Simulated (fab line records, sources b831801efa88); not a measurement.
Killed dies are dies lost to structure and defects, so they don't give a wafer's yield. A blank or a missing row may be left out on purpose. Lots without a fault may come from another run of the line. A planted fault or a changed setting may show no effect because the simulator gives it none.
Chamber matching | flow sfq_line | SFQ_TRILAYER_A5B_CMP_CMP_130 on cmp-01: 4 sister chambers
The step polishes, stops on Nb, target thk 340.7 nm. 14 wafers are shown with their chamber, then 7 later ones without.

WAFERS WITH THEIR CHAMBER
wafer  | chamber | motor_current_A (A) | retaining_ring_pressure_frac | edge_zone_pressure_frac
L454.3 | 2       | 9.4                 | 1.002                        | 0.994
L454.1 | 0       | 9.5                 | 1.003                        | 0.992
L454.2 | 1       | 8.8                 | 1.001                        | 0.999
L456.2 | 3       | 10.2                | 1.001                        | 1.006
L456.4 | 0       | 9.4                 | 0.992                        | 1.009
L456.1 | 2       | 9.1                 | 0.998                        | 0.991
L459.1 | 3       | 9.8                 | 1.000                        | 1.005
L459.4 | 2       | 10.1                | 0.996                        | 1.007
L459.6 | 1       | 8.5                 | 1.003                        | 1.007
L462.1 | 2       | 9.7                 | 1.001                        | 1.005
L462.4 | 1       | 8.5                 | 0.998                        | 0.998
L462.3 | 0       | 9.8                 | 0.996                        | 1.002
L463.3 | 3       | 9.6                 | 1.001                        | 0.989
L463.1 | 1       | 8.6                 | 0.999                        | 0.996

SIGNATURES (means of the wafers above)
reading                      | chamber 0 | chamber 1 | chamber 2 | chamber 3 | scatter within a chamber
motor_current_A              | 9.567     | 8.600     | 9.575     | 9.867     | 0.297
retaining_ring_pressure_frac | 0.99700   | 1.00025   | 0.99925   | 1.00067   | 0.00316
edge_zone_pressure_frac      | 1.00100   | 1.00000   | 0.99925   | 1.00000   | 0.00766
Rule: a wafer's distance from a chamber is the root of the sum, over the readings, of the square of ((its reading less the chamber's mean) divided by the reading's scatter). The wafer belongs to the nearest chamber; if the next one is less than 2 further off, it can't be placed. The scatter: the root of (the sum of the squares of (reading less its chamber's mean) over the shown wafers, divided by (wafers less chambers)).

WAFERS WITHOUT THEIR CHAMBER
wafer  | motor_current_A (A) | retaining_ring_pressure_frac | edge_zone_pressure_frac
L463.4 | 9.2                 | 1.007                        | 1.007
L469.3 | 9.2                 | 1.002                        | 0.997
L469.2 | 7.9                 | 0.999                        | 1.004
L469.6 | 9.8                 | 1.002                        | 0.996
L472.3 | 9.7                 | 0.994                        | 1.002
L472.4 | 9.7                 | 1.005                        | 1.002
L472.6 | 10.2                | 1.001                        | 1.000

WHICH CHAMBER EACH WENT THROUGH
wafer  | from the rows above               | in truth
L463.4 | can't be placed: 2 or 1 or 3 or 0 | 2
L469.3 | can't be placed: 2 or 0 or 1 or 3 | 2
L469.2 | 1                                 | 1
L469.6 | can't be placed: 3 or 2 or 0      | 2
L472.3 | can't be placed: 0 or 2 or 3      | 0
L472.4 | can't be placed: 3 or 2 or 0      | 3
L472.6 | can't be placed: 3 or 2 or 0      | 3
Placed correctly: 1 of 7. Can't be placed from these rows: 6 (the true chamber is among the candidates in 6). Placed wrongly: 0.
